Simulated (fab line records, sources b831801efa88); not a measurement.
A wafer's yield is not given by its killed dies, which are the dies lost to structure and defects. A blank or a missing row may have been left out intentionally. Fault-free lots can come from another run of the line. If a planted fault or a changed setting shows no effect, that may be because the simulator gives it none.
Matching of chambers | flow sfqLine | cmp-01 running SFQ_TRILAYER_A5B_CMP_CMP_130: 4 sister chambers
The step polishes, stops on Nb, target thk 340.7 nm. 14 wafers are shown with their chamber, then 7 later ones without.

== EACH WAFER AND ITS CHAMBER ==
wafer  | chamber | motorCurrentA (A) | headPressurePsi (psi)
L358.1 | 2       | 10.1              | 2.997
L358.5 | 1       | 10.0              | 3.012
L358.6 | 2       | 10.2              | 2.996
L359.1 | 1       | 9.8               | 2.995
L359.2 | 0       | 8.3               | 2.986
L359.4 | 2       | 9.9               | 2.992
L360.3 | 1       | 10.5              | 3.009
L360.4 | 3       | 11.2              | 2.991
L360.6 | 2       | 10.1              | 2.999
L361.1 | 0       | 8.9               | 2.973
L361.2 | 2       | 9.7               | 2.996
L361.4 | 3       | 11.2              | 2.992
L362.1 | 0       | 8.5               | 2.990
L362.2 | 3       | 10.5              | 2.998

SIGNATURES (averages over the wafers above)
reading         | chamber 0 | chamber 1 | chamber 2 | chamber 3 | scatter within a chamber
motorCurrentA   | 8.567     | 10.100    | 10.000    | 10.967    | 0.306
headPressurePsi | 2.98300   | 3.00533   | 2.99600   | 2.99367   | 0.00614
Rule: for a wafer and a chamber, the distance is found by dividing, reading by reading, the gap between the wafer's reading and the chamber's mean by the reading's scatter, squaring, summing and taking the root. If the next closest chamber is less than 2 further off than the closest, the wafer can't be placed; otherwise it belongs to the closest. The scatter is the square root of a quotient: the sum, over the shown wafers, of each reading's squared deviation from its chamber's mean, divided by wafers minus chambers.

== WAFERS WITH NO CHAMBER GIVEN ==
wafer  | motorCurrentA (A) | headPressurePsi (psi)
L362.5 | 9.6               | 2.991
L365.2 | 10.8              | 3.002
L365.5 | 9.5               | 3.007
L365.6 | 10.6              | 3.009
L379.1 | 10.8              | 3.010
L379.5 | 10.0              | 3.004
L379.6 | 9.9               | 3.002

== CHAMBER TAKEN BY EACH ==
wafer  | from the rows above          | in truth
L362.5 | can't be placed: 2 or 1      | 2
L365.2 | can't be placed: 3 or 1 or 2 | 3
L365.5 | can't be placed: 1 or 2      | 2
L365.6 | can't be placed: 1 or 3 or 2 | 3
L379.1 | can't be placed: 1 or 3 or 2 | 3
L379.5 | can't be placed: 1 or 2      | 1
L379.6 | can't be placed: 1 or 2      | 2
0 of 7 placed correctly. Unplaceable from these rows: 7, with the true chamber sitting among the candidates in 7. Wrongly placed: 0.
